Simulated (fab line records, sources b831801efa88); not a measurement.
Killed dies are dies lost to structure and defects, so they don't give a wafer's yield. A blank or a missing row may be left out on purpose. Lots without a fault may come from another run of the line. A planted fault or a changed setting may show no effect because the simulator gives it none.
fab line records | flow gf180mcu | part 1 of 2: steps 1 to 31 of 41
record lots=5 wafers=15 last_day=33
route steps=602 shown PSD@249 NSD@262 SAB@264 SALICIDE@278 CONTACT@287
lots that met no fault: from a run of the same line without faults
start_h: hours from the record's first day to the start of the lot's first wafer shown | wait_h: hours since the lot's step before | " the same as in the row above | L1.1+2: a row that stands for several wafers | - no value, or no start given | * or withheld: withheld | < > ~ a bound
route shown NAME@n: a module of which the file shows steps, and the number in the route of the first | usual: mean/standard deviation of fault-free wafers | same: alike in all rows | chamber/n: place in a boat | sites: the reading at each site | _std_site: their standard deviation | _edge_site: outer sites' mean less inner sites' | radius_mm: how far each site lies from the wafer's centre | mask NAME#n: copy n | behind: the tool/chamber that last shaped the wafer | hold: why the lot was held/for how many hours/how that ended | device: the transistor (n, p or np) that didn't switch | end of line: the same wafers' tests at the end of the route | a step without rows: its recipe alone | killed: dies lost to structure and defects at the first sort, not the wafer's yield | map: a wafer's dies, x killed, . not, _ none there
set.NAME: the setting as run; set.NAME@STEP: as run at that earlier step | model.NAME: the simulator's own value behind a step, which no gauge read
lots at some steps of the route; a table a step, a row a wafer
services: from which hour (start_h, from the record's first day; less than 0 if before it) a tool's chamber was out of use, for how many hours, and why
## steps
# step GF_PSD_HMDS_01
# recipe prime_time_s=60 prime_temp_c=120
# columns lot.wafer tool chamber start_h wait_h
L074.1+3+6 litho_track-02 0 305.26 0.1
L079.1+2+4 litho_track-03 0 349.17 0.1
L082.3+4+5 litho_track-02 0 376.16 0.1
L087.2+4+5 litho_track-02 0 416.99 0.1
L092.2+3+6 litho_track-04 0 461.31 0.1
# step GF_PSD_COAT_02
# recipe resist=NOVOLAK spin_rpm=3000 resist_thk_nm=1000
# columns lot.wafer tool chamber start_h wait_h
L074.1+3+6 litho_track-02 0 305.41 0.1
L079.1+2+4 litho_track-03 0 349.32 0.1
L082.3+4+5 litho_track-02 0 376.31 0.1
L087.2+4+5 litho_track-02 0 417.14 0.1
L092.2+3+6 litho_track-04 0 461.46 0.1
# step GF_PSD_SOFTBAKE_03
# recipe temp_c=90 time_s=60 resist=NOVOLAK
# usual heater_power_total_W=56.60/0.045
# same time_s=60
# columns lot.wafer tool chamber start_h wait_h heater_power_total_W
L074.1 litho_track-02 0 305.56 0.1 56.52
L074.3 " 0 " " 56.58
L074.6 " 0 " " 56.53
L079.1 litho_track-03 0 349.47 0.1 56.63
L079.2 " 0 " " 56.62
L079.4 " 0 " " 56.51
L082.3 litho_track-02 0 376.46 0.1 56.62
L082.4 " 0 " " 56.62
L082.5 " 0 " " 56.56
L087.2 litho_track-02 0 417.29 0.1 56.62
L087.4 " 0 " " 56.56
L087.5 " 0 " " 56.67
L092.2 litho_track-04 0 461.61 0.1 56.61
L092.3 " 0 " " 56.61
L092.6 " 0 " " 56.58
# step GF_PSD_EXPOSE_04
# recipe mask_id=Pplus target_cd_nm=400 na=0.6 source_shape=conventional sigma_outer=0.6 dose_mj=140
# same na=0.6 sigma_outer=0.6
# columns lot.wafer tool chamber start_h wait_h mask
L074.1+3+6 iline_stepper-01 0 - - Pplus#0
L079.1+2+4 iline_stepper-02 0 - - Pplus#0
L082.3+4+5 iline_stepper-02 0 - - Pplus#0
L087.2+4+5 iline_stepper-01 0 - - Pplus#0
L092.2+3+6 iline_stepper-02 0 - - Pplus#0
# step GF_PSD_PEB_05
# recipe temp_c=withheld time_s=* resist=NOVOLAK
# same time_s=*
# columns lot.wafer tool chamber start_h wait_h
L074.1+3+6 litho_track-04 0 - -
L079.1+2+4 litho_track-02 0 - -
L082.3+4+5 litho_track-04 0 - -
L087.2+4+5 litho_track-02 0 - -
L092.2+3+6 litho_track-04 0 - -
# step GF_PSD_DEVELOP_06
# recipe develop_time_s=60 dev_temp_c=23
# columns lot.wafer tool chamber start_h wait_h
L074.1+3+6 litho_track-04 0 314.74 0.1
L079.1+2+4 litho_track-02 0 359.61 0.1
L082.3+4+5 litho_track-04 0 387.74 0.1
L087.2+4+5 litho_track-02 0 428.29 0.1
L092.2+3+6 litho_track-04 0 473.16 0.1
# step GF_PSD_CD_MEAS_07
# recipe target_cd_nm=400
# usual cd_nm=399.6/2.3
# columns lot.wafer tool chamber start_h wait_h cd_nm
L074.1 cd_sem-02 - 314.89 0.1 404.2
L074.3 " - " " 404.5
L074.6 " - " " 403.1
L079.1 cd_sem-02 - 359.76 0.1 402.7
L079.2 " - " " 401.9
L079.4 " - " " 402.8
L082.3 cd_sem-01 - 387.88 0.1 397.0
L082.4 " - " " 396.9
L082.5 " - " " 395.4
L087.2 cd_sem-02 - 428.43 0.1 404.5
L087.4 " - " " 400.7
L087.5 " - " " 402.6
L092.2 cd_sem-01 - 473.31 0.1 398.1
L092.3 " - " " 395.9
L092.6 " - " " 397.6
# step GF_PSD_OVL_MEAS_08
# usual PSD_OVL=-0.3/1.5
# columns lot.wafer tool chamber start_h wait_h PSD_OVL[nm]
L074.1 overlay-01 - 315.01 0.1 0.6
L074.3 " - " " -0.8
L074.6 " - " " -1.3
L079.1 overlay-01 - 359.88 0.1 -1.1
L079.2 " - " " -0.6
L079.4 " - " " 0.1
L082.3 overlay-01 - 387.97 0.1 0.5
L082.4 " - " " 1.8
L082.5 " - " " 2.2
L087.2 overlay-02 - 428.54 0.1 2.4
L087.4 " - " " -0.1
L087.5 " - " " -1.4
L092.2 overlay-01 - 473.41 0.1 -0.1
L092.3 " - " " -1.5
L092.6 " - " " -1.2
# step GF_PSD_IMPLANT_09
# recipe species=BF2 energy_kev=40 dose_cm2=1.5e+15 tilt_deg=7
# usual faraday_current_uA=8268/160
# same implant_ion_amu=49
# columns lot.wafer tool chamber start_h wait_h faraday_current_uA
L074.1 implanter-04 0 315.05 0.0 8274
L074.3 " 0 " " 8285
L074.6 " 0 " " 8046
L079.1 implanter-01 0 359.92 0.0 8513
L079.2 " 0 " " 8369
L079.4 " 0 " " 8256
L082.3 implanter-01 0 388.05 0.1 8399
L082.4 " 0 " " 8360
L082.5 " 0 " " 8215
L087.2 implanter-02 0 428.59 0.0 8440
L087.4 " 0 " " 8244
L087.5 " 0 " " 8358
L092.2 implanter-02 0 473.47 0.0 8508
L092.3 " 0 " " 8307
L092.6 " 0 " " 8581
# step GF_PSD_STRIP_10
# recipe chemistry=O2/N2 power_w=1400 pressure_mtorr=1500 platen_temp_c=250 o2_flow_sccm=3000 n2_flow_sccm=300 overash_fraction=0.5
# usual drypump_motor_current_A=5.5/0.31 heater_power_w=315/30 oes_product_au=0.591/0.0048 strip_time_to_endpoint_s=16.50/0.045
# columns lot.wafer tool chamber start_h wait_h drypump_motor_current_A heater_power_w oes_product_au rf_hours_counter_h strip_time_to_endpoint_s
L074.1 plasma_asher-01 1 315.20 0.1 5.5 301 0.592 64 16.51
L074.3 " 0 " " 5.3 299 0.594 - 16.48
L074.6 " 0 " " 5.3 309 0.584 - 16.52
L079.1 plasma_asher-02 0 360.07 0.1 6.2 347 0.592 67 16.49
L079.2 " 1 " " 5.5 289 0.589 67 16.50
L079.4 " 1 " " 5.5 286 0.586 - 16.43
L082.3 plasma_asher-01 1 388.18 0.1 5.5 308 0.589 - 16.58
L082.4 " 0 " " 5.3 301 0.586 - 16.59
L082.5 " 0 " " 5.3 311 0.595 - 16.60
L087.2 plasma_asher-02 1 428.72 0.1 5.5 289 0.589 75 16.52
L087.4 " 1 " " 5.5 289 0.589 - 16.53
L087.5 " 1 " " 5.5 290 0.585 - 16.49
L092.2 plasma_asher-02 1 473.59 0.1 5.5 295 0.587 79 16.50
L092.3 " 1 " " 5.5 286 0.579 - 16.50
L092.6 " 0 " " 6.2 332 0.589 - 16.46
# step GF_PSD_TW_MEAS_11
# usual PSD_TW=3219/35
# columns lot.wafer tool chamber start_h wait_h PSD_TW
L074.1 film_metro-04 - 315.30 0.1 3167
L074.3 " - " " 3173
L074.6 " - " " 3172
L079.1 film_metro-01 - 360.17 0.1 3160
L079.2 " - " " 3171
L079.4 " - " " 3162
L082.3 film_metro-02 - 388.27 0.1 3239
L082.4 " - " " 3262
L082.5 " - " " 3254
L087.2 film_metro-02 - 428.83 0.1 3260
L087.4 " - " " 3267
L087.5 " - " " 3243
L092.2 film_metro-01 - 473.70 0.1 3191
L092.3 " - " " 3204
L092.6 " - " " 3211
# step GF_PSD_CLEAN_12
# recipe chemistry=SC1/SC2 mix=1:4:20 temp_c=70 time_s=150 dry=n2_spin
# same time_s=150
# columns lot.wafer tool chamber start_h wait_h
L074.1+3+6 wet_bench-02 1 315.36 0.1
L079.1+2+4 wet_bench-01 3 360.23 0.1
L082.3+4+5 wet_bench-01 0 388.31 0.0
L087.2+4+5 wet_bench-02 2 428.88 0.0
L092.2+3+6 wet_bench-01 2 473.75 0.0
# step GF_PSD_RTA_13
# recipe temp_c=1025 time_s=20 ambient=N2
# usual lamp_power_pct=35.2/0.33 wafer_temp_C_max=1028.2/1.2
# same time_s=20
# columns lot.wafer tool chamber start_h wait_h lamp_power_pct wafer_temp_C_max
L074.1 rtp_anneal-02 0 315.41 0.0 35.5 1026.7
L074.3 " 0 " " 35.6 1027.7
L074.6 " 0 " " 35.5 1027.7
L079.1 rtp_anneal-01 0 360.28 0.0 34.8 1029.0
L079.2 " 0 " " 34.8 1030.4
L079.4 " 0 " " 34.8 1029.5
L082.3 rtp_anneal-01 0 388.38 0.0 34.8 1029.1
L082.4 " 0 " " 34.8 1029.3
L082.5 " 0 " " 34.8 1029.6
L087.2 rtp_anneal-02 0 428.94 0.0 35.5 1026.9
L087.4 " 0 " " 35.5 1027.5
L087.5 " 0 " " 35.5 1026.9
L092.2 rtp_anneal-01 0 473.82 0.0 34.8 1031.7
L092.3 " 0 " " 34.9 1030.6
L092.6 " 0 " " 34.8 1028.2
# step GF_PSD_RS_MEAS_14
# recipe thk_meas_gauge=four-point-probe
# usual NSD_RS=46.14/0.09
# columns lot.wafer tool chamber start_h wait_h NSD_RS[ohm/sq]
L074.1 film_metro-02 - 315.49 0.1 46.06
L074.3 " - " " 46.10
L074.6 " - " " 46.16
L079.1 film_metro-04 - 360.36 0.1 46.09
L079.2 " - " " 46.07
L079.4 " - " " 46.03
L082.3 film_metro-01 - 388.48 0.1 46.09
L082.4 " - " " 46.04
L082.5 " - " " 46.03
L087.2 film_metro-02 - 429.03 0.1 46.09
L087.4 " - " " 46.11
L087.5 " - " " 46.13
L092.2 film_metro-02 - 473.91 0.1 46.26
L092.3 " - " " 46.11
L092.6 " - " " 46.16
# step GF_PSD_RS_MEAS_15
# recipe thk_meas_gauge=four-point-probe
# usual PSD_RS=108.53/0.25
# columns lot.wafer tool chamber start_h wait_h PSD_RS[ohm/sq]
L074.1 film_metro-02 - 315.61 0.1 108.32
L074.3 " - " " 108.52
L074.6 " - " " 108.40
L079.1 film_metro-04 - 360.48 0.1 108.40
L079.2 " - " " 108.44
L079.4 " - " " 108.42
L082.3 film_metro-01 - 388.60 0.1 108.28
L082.4 " - " " 108.30
L082.5 " - " " 108.30
L087.2 film_metro-02 - 429.15 0.1 108.20
L087.4 " - " " 108.50
L087.5 " - " " 108.47
L092.2 film_metro-02 - 474.03 0.1 108.13
L092.3 " - " " 108.41
L092.6 " - " " 109.01
# step GF_SAB_CVD_00
# recipe material=SiO2 target_thk_nm=50 precursor=TEOS temp_c=400 time_s=4.9302 rf_w=600
# usual heater_power_w=725/120
# same time_s=4.9302
# columns lot.wafer tool chamber start_h wait_h heater_power_w
L074.1 pecvd-04 1 315.73 0.1 621
L074.3 " 2 " " 730
L074.6 " 2 " " 729
L079.1 pecvd-02 1 360.60 0.1 954
L079.2 " 2 " " 739
L079.4 " 0 " " 660
L082.3 pecvd-04 0 388.68 0.1 659
L082.4 " 0 " " 671
L082.5 " 2 " " 729
L087.2 pecvd-02 0 429.25 0.1 619
L087.4 " 1 " " 944
L087.5 " 2 " " 834
L092.2 pecvd-02 2 474.13 0.1 670
L092.3 " 0 " " 624
L092.6 " 1 " " 909
# step GF_SAB_THK_MEAS_01
# recipe reads=SiO2_of_SAB_CVD_00
# usual SAB_CVD_00_THK=49.9/0.7
# columns lot.wafer tool chamber start_h wait_h SAB_CVD_00_THK[nm]
L074.1 film_metro-02 - 315.75 0.0 49.5
L074.3 " - " " 49.9
L074.6 " - " " 51.1
L079.1 film_metro-03 - 360.62 0.0 48.3
L079.2 " - " " 49.0
L079.4 " - " " 49.0
L082.3 film_metro-02 - 388.72 0.0 50.3
L082.4 " - " " 50.3
L082.5 " - " " 49.7
L087.2 film_metro-03 - 429.28 0.0 49.2
L087.4 " - " " 50.3
L087.5 " - " " 50.6
L092.2 film_metro-03 - 474.16 0.0 50.0
L092.3 " - " " 49.6
L092.6 " - " " 50.1
# step GF_SAB_DEHYDRATE_02
# recipe temp_c=200 time_s=60
# usual heater_power_total_W=160.39/0.12
# same time_s=60
# columns lot.wafer tool chamber start_h wait_h heater_power_total_W
L074.1 litho_track-04 0 325.64 9.9 160.33
L074.3 " 0 " " 160.16
L074.6 " 0 " " 160.52
L079.1 litho_track-04 0 370.64 10.0 160.35
L079.2 " 0 " " 160.27
L079.4 " 0 " " 160.41
L082.3 litho_track-02 0 399.96 11.2 160.49
L082.4 " 0 " " 160.30
L082.5 " 0 " " 160.48
L087.2 litho_track-01 0 439.87 10.6 160.37
L087.4 " 0 " " 160.17
L087.5 " 0 " " 160.52
L092.2 litho_track-04 0 485.56 11.4 160.50
L092.3 " 0 " " 160.38
L092.6 " 0 " " 160.48
# step GF_SAB_HMDS_03
# recipe prime_time_s=60 prime_temp_c=120
# columns lot.wafer tool chamber start_h wait_h
L074.1+3+6 litho_track-04 0 325.79 0.1
L079.1+2+4 litho_track-04 0 370.79 0.1
L082.3+4+5 litho_track-02 0 400.11 0.1
L087.2+4+5 litho_track-01 0 440.02 0.1
L092.2+3+6 litho_track-04 0 485.71 0.1
# step GF_SAB_COAT_04
# recipe resist=NOVOLAK spin_rpm=3000 resist_thk_nm=1000
# columns lot.wafer tool chamber start_h wait_h
L074.1+3+6 litho_track-04 0 325.94 0.1
L079.1+2+4 litho_track-04 0 370.94 0.1
L082.3+4+5 litho_track-02 0 400.26 0.1
L087.2+4+5 litho_track-01 0 440.17 0.1
L092.2+3+6 litho_track-04 0 485.86 0.1
# step GF_SAB_SOFTBAKE_05
# recipe temp_c=90 time_s=60 resist=NOVOLAK
# usual heater_power_total_W=56.59/0.045
# same time_s=60
# columns lot.wafer tool chamber start_h wait_h heater_power_total_W
L074.1 litho_track-04 0 326.09 0.1 56.59
L074.3 " 0 " " 56.49
L074.6 " 0 " " 56.62
L079.1 litho_track-04 0 371.09 0.1 56.61
L079.2 " 0 " " 56.63
L079.4 " 0 " " 56.52
L082.3 litho_track-02 0 400.41 0.1 56.57
L082.4 " 0 " " 56.57
L082.5 " 0 " " 56.57
L087.2 litho_track-01 0 440.32 0.1 56.61
L087.4 " 0 " " 56.59
L087.5 " 0 " " 56.62
L092.2 litho_track-04 0 486.01 0.1 56.56
L092.3 " 0 " " 56.63
L092.6 " 0 " " 56.50
# step GF_SAB_EXPOSE_06
# recipe mask_id=SAB target_cd_nm=420 na=0.6 source_shape=conventional sigma_outer=0.6 dose_mj=140
# same na=0.6 sigma_outer=0.6
# columns lot.wafer tool chamber start_h wait_h mask
L074.1+3+6 iline_stepper-01 0 - - SAB#0
L079.1+2+4 iline_stepper-01 0 - - SAB#0
L082.3+4+5 iline_stepper-02 0 - - SAB#0
L087.2+4+5 iline_stepper-01 0 - - SAB#0
L092.2+3+6 iline_stepper-01 0 - - SAB#0
# step GF_SAB_PEB_07
# recipe temp_c=withheld time_s=* resist=NOVOLAK
# same time_s=*
# columns lot.wafer tool chamber start_h wait_h
L074.1+3+6 litho_track-02 0 - -
L079.1+2+4 litho_track-04 0 - -
L082.3+4+5 litho_track-01 0 - -
L087.2+4+5 litho_track-02 0 - -
L092.2+3+6 litho_track-02 0 - -
# step GF_SAB_DEVELOP_08
# recipe develop_time_s=60 dev_temp_c=23
# columns lot.wafer tool chamber start_h wait_h
L074.1+3+6 litho_track-02 0 335.46 0.1
L079.1+2+4 litho_track-04 0 382.04 0.1
L082.3+4+5 litho_track-01 0 411.85 0.1
L087.2+4+5 litho_track-02 0 452.59 0.1
L092.2+3+6 litho_track-02 0 498.09 0.1
# step GF_SAB_CD_MEAS_09
# recipe target_cd_nm=420
# usual cd_nm=420.1/2.6
# columns lot.wafer tool chamber start_h wait_h cd_nm
L074.1 cd_sem-02 - 335.71 0.2 420.1
L074.3 " - " " 419.4
L074.6 " - " " 420.2
L079.1 cd_sem-01 - 382.19 0.1 422.8
L079.2 " - " " 424.0
L079.4 " - " " 422.9
L082.3 cd_sem-01 - 411.99 0.1 421.9
L082.4 " - " " 421.9
L082.5 " - " " 422.2
L087.2 cd_sem-02 - 452.81 0.2 417.1
L087.4 " - " " 416.8
L087.5 " - " " 417.5
L092.2 cd_sem-01 - 498.23 0.1 417.9
L092.3 " - " " 419.3
L092.6 " - " " 421.0
# step GF_SAB_OVL_MEAS_10
# usual SAB_OVL=0.4/1.1
# columns lot.wafer tool chamber start_h wait_h SAB_OVL[nm]
L074.1 overlay-02 - 335.83 0.1 -0.1
L074.3 " - " " 0.8
L074.6 " - " " 2.2
L079.1 overlay-02 - 382.31 0.1 1.3
L079.2 " - " " -1.6
L079.4 " - " " 0.7
L082.3 overlay-02 - 412.08 0.1 -0.8
L082.4 " - " " 0.1
L082.5 " - " " 1.1
L087.2 overlay-02 - 452.92 0.1 1.1
L087.4 " - " " 1.6
L087.5 " - " " 0.7
L092.2 overlay-02 - 498.34 0.1 1.0
L092.3 " - " " 1.0
L092.6 " - " " 1.8
# step GF_SAB_ETCH_11
# recipe chemistry=C4F8/O2/Ar mask_material=NOVOLAK target=SiO2 target_depth_nm=55 source_w=1500 bias_w=1200 pressure_mtorr=40 c4f8_flow_sccm=withheld O2_flow_sccm=6 Ar_flow_sccm=300 time_s=8.5
# usual oes_product_au=0.999/0.01
# same time_s=8.5
# columns lot.wafer tool chamber start_h wait_h oes_product_au rf_hours_counter_h
L074.1 rie_diel-01 3 335.86 0.0 0.991 101
L074.3 " 0 " " 1.005 7
L074.6 " 0 " " 0.997 -
L079.1 rie_diel-01 0 382.35 0.0 0.996 8
L079.2 " 2 " " 0.980 2
L079.4 " 1 " " 0.995 110
L082.3 rie_diel-03 1 412.11 0.0 1.011 20
L082.4 " 0 " " 0.991 10
L082.5 " 2 " " 0.993 -
L087.2 rie_diel-04 3 452.95 0.0 1.010 3
L087.4 " 3 " " 1.017 -
L087.5 " 1 " " 0.999 -
L092.2 rie_diel-04 1 498.37 0.0 1.007 20
L092.3 " 3 " " 1.020 4
L092.6 " 1 " " 1.004 -
# step GF_SAB_WET_ETCH_12
# recipe chemistry=dHF target_depth_nm=22 dry=n2_spin target=SiO2 temp_c=25 dilution=100:1 time_s=440
# same time_s=440
# columns lot.wafer tool chamber start_h wait_h
L074.1+3+6 wet_bench-02 0 335.89 0.0
L079.1+2+4 wet_bench-03 2 382.37 0.0
L082.3+4+5 wet_bench-04 0 412.13 0.0
L087.2+4+5 wet_bench-02 3 452.97 0.0
L092.2+3+6 wet_bench-03 2 498.39 0.0
# step GF_SAB_STRIP_13
# recipe chemistry=O2/N2 power_w=1400 pressure_mtorr=1500 platen_temp_c=250 o2_flow_sccm=3000 n2_flow_sccm=300 overash_fraction=0.5
# usual drypump_motor_current_A=5.8/0.37 heater_power_w=317/33 oes_product_au=0.709/0.0047 strip_time_to_endpoint_s=12.61/0.039
# columns lot.wafer tool chamber start_h wait_h drypump_motor_current_A heater_power_w oes_product_au rf_hours_counter_h strip_time_to_endpoint_s
L074.1 plasma_asher-04 1 336.03 0.0 6.3 288 0.711 25 12.57
L074.3 " 1 " " 6.3 296 0.705 - 12.60
L074.6 " 0 " " 5.9 377 0.710 - 12.58
L079.1 plasma_asher-02 0 382.50 0.0 6.2 340 0.709 70 12.66
L079.2 " 1 " " 5.5 292 0.713 70 12.63
L079.4 " 1 " " 5.5 289 0.711 - 12.69
L082.3 plasma_asher-02 0 412.30 0.0 6.2 327 0.709 - 12.65
L082.4 " 1 " " 5.5 295 0.705 - 12.61
L082.5 " 0 " " 6.2 339 0.712 - 12.63
L087.2 plasma_asher-04 1 453.11 0.0 6.3 298 0.717 37 12.52
L087.4 " 1 " " 6.3 286 0.708 - 12.53
L087.5 " 1 " " 6.2 297 0.709 - 12.53
L092.2 plasma_asher-02 0 498.52 0.0 6.2 338 0.714 82 12.57
L092.3 " 1 " " 5.5 288 0.703 - 12.54
L092.6 " 1 " " 5.5 289 0.708 - 12.61
# step GF_SALICIDE_CLEAN_00
# recipe chemistry=SC1/SC2 mix=1:4:20 temp_c=70 time_s=150
# same time_s=150
# columns lot.wafer tool chamber start_h wait_h
L074.1+3+6 wet_bench-02 2 336.13 0.1
L079.1+2+4 wet_bench-01 0 382.60 0.1
L082.3+4+5 wet_bench-03 3 412.37 0.0
L087.2+4+5 wet_bench-02 3 453.24 0.1
L092.2+3+6 wet_bench-02 0 498.62 0.1
# step GF_SALICIDE_WET_ETCH_01
# recipe chemistry=dHF target_depth_nm=5 dry=ipa_marangoni target=SiO2 temp_c=25 dilution=100:1 time_s=100
# same time_s=100
# columns lot.wafer tool chamber start_h wait_h
L074.1+3+6 wet_bench-02 3 336.18 0.0
L079.1+2+4 wet_bench-02 0 382.65 0.0
L082.3+4+5 wet_bench-01 2 412.42 0.0
L087.2+4+5 wet_bench-01 1 453.29 0.0
L092.2+3+6 wet_bench-01 0 498.67 0.0
